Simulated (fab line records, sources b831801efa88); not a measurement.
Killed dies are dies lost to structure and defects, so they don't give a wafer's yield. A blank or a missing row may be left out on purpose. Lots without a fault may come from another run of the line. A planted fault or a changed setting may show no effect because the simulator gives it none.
Which tool did it? | flow gf180mcu | 14 lots, 42 wafers sampled, at 5 steps of a route of 602

WHAT THE GAUGES READ, wafer by wafer
GF_HV_LDD_OVL_MEAS_08.
lot  | measured     | on         | HV_LDD_OVL (nm)
L441 | day 9 20:58  | overlay-01 | -0.4 -2.5 -3.8
L442 | day 10 11:36 | overlay-02 | 0.6 0.7 1.5
L443 | day 10 17:10 | overlay-02 | -2.3 -1.0 -1.1
L445 | day 11 07:41 | overlay-01 | -0.2 -2.2 0.1
L449 | day 12 10:55 | overlay-02 | 2.0 3.0 3.0
L453 | day 13 16:24 | overlay-02 | -0.7 0.5 0.8
L454 | day 13 23:28 | overlay-02 | -1.6 -0.9 -0.5
L455 | day 14 07:01 | overlay-01 | 0.8 -2.2 -1.3
L456 | day 14 13:43 | overlay-02 | 0.6 -0.3 -0.6
L458 | day 15 07:29 | overlay-01 | 0.0 1.1 -2.0
L459 | day 15 17:49 | overlay-01 | -0.6 -1.2 -0.4
L461 | day 16 06:10 | overlay-01 | -1.3 -1.9 -2.4
L463 | day 16 16:08 | overlay-01 | -0.5 -0.2 1.2
L464 | day 17 04:09 | overlay-01 | -0.7 -1.0 -0.4

GF_PSD_CD_MEAS_07: target cd 400 nm.
lot  | measured     | on        | cd_nm (nm)
L441 | day 14 01:23 | cd_sem-02 | 397.1 397.6 399.0
L442 | day 15 00:57 | cd_sem-01 | 393.6 393.6 395.1
L443 | day 14 23:49 | cd_sem-01 | 397.3 398.0 396.5
L445 | day 15 18:31 | cd_sem-02 | 397.7 395.6 397.2
L449 | day 17 00:29 | cd_sem-02 | 397.3 399.2 399.6
L453 | day 18 11:07 | cd_sem-02 | 400.9 400.7 402.9
L454 | day 18 17:35 | cd_sem-01 | 400.9 399.9 399.0
L455 | day 19 03:15 | cd_sem-02 | 400.8 401.5 396.5
L456 | day 19 12:22 | cd_sem-01 | 398.7 402.5 401.4
L458 | day 20 06:32 | cd_sem-02 | 399.7 401.0 399.4
L459 | day 20 18:25 | cd_sem-02 | 399.3 399.7 397.9
L461 | day 21 09:38 | cd_sem-01 | 398.1 396.6 397.7
L463 | day 21 16:50 | cd_sem-01 | 398.6 399.6 398.1
L464 | day 22 06:53 | cd_sem-01 | 402.2 401.4 404.3

GF_PSD_OVL_MEAS_08.
lot  | measured     | on         | PSD_OVL (nm)
L441 | day 14 01:31 | overlay-02 | -0.9 -1.9 -4.0
L442 | day 15 01:02 | overlay-02 | -1.1 -1.6 -0.5
L443 | day 14 23:55 | overlay-02 | 0.9 1.4 1.7
L445 | day 15 18:37 | overlay-01 | -3.3 -1.7 -2.5
L449 | day 17 00:37 | overlay-02 | 0.3 -1.2 -0.8
L453 | day 18 11:14 | overlay-01 | -0.5 -3.0 -0.8
L454 | day 18 17:41 | overlay-02 | -2.2 -0.8 1.2
L455 | day 19 03:20 | overlay-01 | -0.2 1.6 -0.6
L456 | day 19 12:29 | overlay-02 | -1.3 -0.6 -1.4
L458 | day 20 06:38 | overlay-02 | 0.3 -1.1 0.2
L459 | day 20 18:31 | overlay-01 | -2.9 -2.4 -1.6
L461 | day 21 09:45 | overlay-01 | -1.0 -1.3 0.2
L463 | day 21 16:58 | overlay-01 | -3.7 -2.9 -1.1
L464 | day 22 06:58 | overlay-02 | -1.8 -1.9 -2.2

GF_SAB_CD_MEAS_09: target cd 420 nm.
lot  | measured     | on        | cd_nm (nm)
L441 | day 14 22:43 | cd_sem-01 | 417.8 419.2 420.6
L442 | day 15 22:48 | cd_sem-02 | 418.8 417.3 418.2
L443 | day 15 22:14 | cd_sem-01 | 418.8 421.1 420.1
L445 | day 16 16:51 | cd_sem-01 | 418.7 420.2 420.5
L449 | day 18 00:41 | cd_sem-01 | 415.2 416.8 414.7
L453 | day 19 12:17 | cd_sem-02 | 421.0 421.3 424.0
L454 | day 19 19:09 | cd_sem-01 | 413.1 413.3 412.1
L455 | day 20 04:11 | cd_sem-01 | 408.2 410.1 408.1
L456 | day 20 12:46 | cd_sem-01 | 422.3 421.1 420.7
L458 | day 21 07:05 | cd_sem-02 | 419.4 419.7 420.6
L459 | day 21 18:30 | cd_sem-02 | 420.7 420.1 420.4
L461 | day 22 09:28 | cd_sem-01 | 417.1 419.2 418.0
L463 | day 22 16:16 | cd_sem-01 | 420.3 419.6 419.0
L464 | day 23 06:27 | cd_sem-01 | 418.4 418.5 418.5

WHICH TOOL RAN EACH LOT (tool, then ch and the chambers of the sampled wafers, then the start)
lot  | GF_SAB_DEVELOP_08
L441 | litho_track-02 ch 0, day 14 22:34
L442 | litho_track-03 ch 0, day 15 22:40
L443 | litho_track-02 ch 0, day 15 22:05
L445 | litho_track-04 ch 0, day 16 16:42
L449 | litho_track-04 ch 0, day 18 00:29
L453 | litho_track-04 ch 0, day 19 12:08
L454 | litho_track-04 ch 0, day 19 19:00
L455 | litho_track-04 ch 0, day 20 04:03
L456 | litho_track-03 ch 0, day 20 12:37
L458 | litho_track-03 ch 0, day 21 06:56
L459 | litho_track-03 ch 0, day 21 18:22
L461 | litho_track-02 ch 0, day 22 09:19
L463 | litho_track-03 ch 0, day 22 16:07
L464 | litho_track-02 ch 0, day 23 06:19
- GF_SAB_DEVELOP_08: develop time 60 s.

WHAT THE TOOLS THEMSELVES READ (means of the sampled wafers that have a number; where no wafer has one, the mark that the record gives instead)
GF_SAB_DEVELOP_08.
lot  | tool           | developer_temp_C (C) | resist_line_temp_C (C)
L441 | litho_track-02 | 23.01                | 22.89
L442 | litho_track-03 | 22.99                | 23.00
L443 | litho_track-02 | 22.97                | 23.00
L445 | litho_track-04 | 23.11                | 22.99
L449 | litho_track-04 | 22.98                | 23.04
L453 | litho_track-04 | 22.87                | 22.96
L454 | litho_track-04 | 20.64                | 23.01
L455 | litho_track-04 | 20.87                | 22.98
L456 | litho_track-03 | 23.19                | 23.04
L458 | litho_track-03 | 23.00                | 22.93
L459 | litho_track-03 | 22.99                | 22.90
L461 | litho_track-02 | 22.94                | 23.07
L463 | litho_track-03 | 23.01                | 23.09
L464 | litho_track-02 | 23.12                | 22.81

THE ANSWER, worked out from the rows above alone
Rule: what is usual is taken from the lots themselves. Put in order of their means at a reading, lots are off if they are a third of the lots or fewer, leave a main group of 4 or more, and stand apart from it by a gap of 3 or more times the standard deviation of the main group's means; of several such gaps the widest counts. A main group whose means are all the same, to the digits that the tables above print for the reading, isn't used. A lot without any number at a reading at which 4 lots or more have one is off too. The other lots that the step has rows for count as sound. The gauges are gone through in route order, then the tools' own readings, and for those a lot's mean is taken as printed above. The first step at which some lot is off is used, and at that step the reading that is off furthest; a lot without a number counts as furthest.
Off: L454, L455, at GF_SAB_DEVELOP_08 (developer_temp_C). The main group: mean 23.02 C, standard deviation 0.083.
A tool fits if, at that step or a process step before it, it ran every lot that is off, and no sound lot after the first of them. One fits: litho_track-04 at GF_SAB_DEVELOP_08. Its last sound lot is L453 (day 19 12:08), its first lot that is off L454 (day 19 19:00): a fault that began between those two fits.
The tool's own readings at GF_SAB_DEVELOP_08 bear it out: on the lots that are off they differ by more than 5 times the standard deviation of the sound lots' means. developer_temp_C reads 20.76 C there against 23.02 C on the sound lots.

WHAT THE SIMULATOR HAD PUT IN
Process parameter drift: litho_track-04, from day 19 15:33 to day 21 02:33, at GF_SAB_DEVELOP_08. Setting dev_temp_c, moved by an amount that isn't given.
Lots struck among those shown: L454, L455. The rule above found the same.
